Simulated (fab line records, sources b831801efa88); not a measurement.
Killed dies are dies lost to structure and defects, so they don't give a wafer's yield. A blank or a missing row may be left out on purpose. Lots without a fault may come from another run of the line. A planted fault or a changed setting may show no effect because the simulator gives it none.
One fault seen from 2 desks | flow sfq_line | each desk has only its own numbers; what lay behind them comes last

THE METROLOGY DESK
What the gauges read, lot by lot, whatever tool the lot ran on: means of the sampled wafers that have a number. A lot is out of limits, marked OUT, if its mean lies more than 4 standard deviations from the usual mean; the brackets give that distance.
Columns: A = L0V_OVL at SFQ_L0V_OVL_MEAS_903, usual -1 nm
lot  | first seen here | A
L888 | day 4 21:44     | -3
L889 | day 5 00:08     | -6
L892 | day 5 10:02     | 8
L893 | day 5 13:44     | -1
L894 | day 5 17:19     | -15
L896 | day 5 23:19     | -1
L897 | day 6 05:19     | 2
L898 | day 6 08:55     | -6
L906 | day 8 06:29     | -3
L907 | day 8 08:53     | -3
L908 | day 8 12:29     | 4
L909 | day 8 22:05     | -2
L910 | day 9 14:28     | 6
L911 | day 9 18:49     | -6
This desk's finding: nothing out of limits on any of the 14 lots.

THE TOOL OWNER'S DESK: pecvd-04
The tool's own readings at SFQ_TRILAYER_I3_DEP_PECVD_081 (deposits SiO2 from SiH4/N2O, time 111.11 s, target thk 500 nm): means of the sampled wafers that have a number, for each lot that ran on this tool. A lot is out of limits, marked OUT, if its mean lies more than 4 standard deviations from the usual mean; the brackets give that distance.
Columns: A = heater_power_w at SFQ_TRILAYER_I3_DEP_PECVD_081, usual 85 W; B = run_length_s at SFQ_TRILAYER_I3_DEP_PECVD_081, usual 139.0 s; C = throttle_valve_pct at SFQ_TRILAYER_I3_DEP_PECVD_081, usual 24.0 %
lot  | first seen here | A  | B               | C
L892 | day 38 07:31    | 74 | 138.7           | 24.2
L893 | day 38 17:14    | 72 | 138.6           | 24.1
L894 | day 38 20:48    | 66 | 138.2           | 23.7
L896 | day 39 04:00    | 76 | 113.4 (-38) OUT | 24.2
L897 | day 39 18:31    | 80 | 112.7 (-39) OUT | 23.4
L906 | day 44 09:25    | 77 | 138.0           | 24.1
L907 | day 45 01:08    | 76 | 138.9           | 24.6
L908 | day 45 04:44    | 69 | 138.8           | 25.0
L911 | day 46 16:28    | 69 | 139.1           | 24.6
This desk's finding: out of limits on L896, L897; first on L896, day 39 04:00 (run_length_s at SFQ_TRILAYER_I3_DEP_PECVD_081). In limits: L892, L893, L894, L906, L907, L908, L911.

PUT TOGETHER
The tool owner's desk could have raised an alarm at day 39 04:00, on L896, L897.
The metrology desk saw nothing out of limits.
The metrology desk has L896, L897 on record, within its limits.
Of the lots named, all ran SFQ_TRILAYER_I3_DEP_PECVD_081 on pecvd-04.

WHAT THE SIMULATOR HAD PUT IN
Process parameter drift: pecvd-04, from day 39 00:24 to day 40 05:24, at SFQ_TRILAYER_I3_DEP_PECVD_081. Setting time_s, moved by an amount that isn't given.
Lots struck among those shown: L896, L897.
Hours from the fault's start to each desk's first reading out of limits: the tool owner's desk, 4.
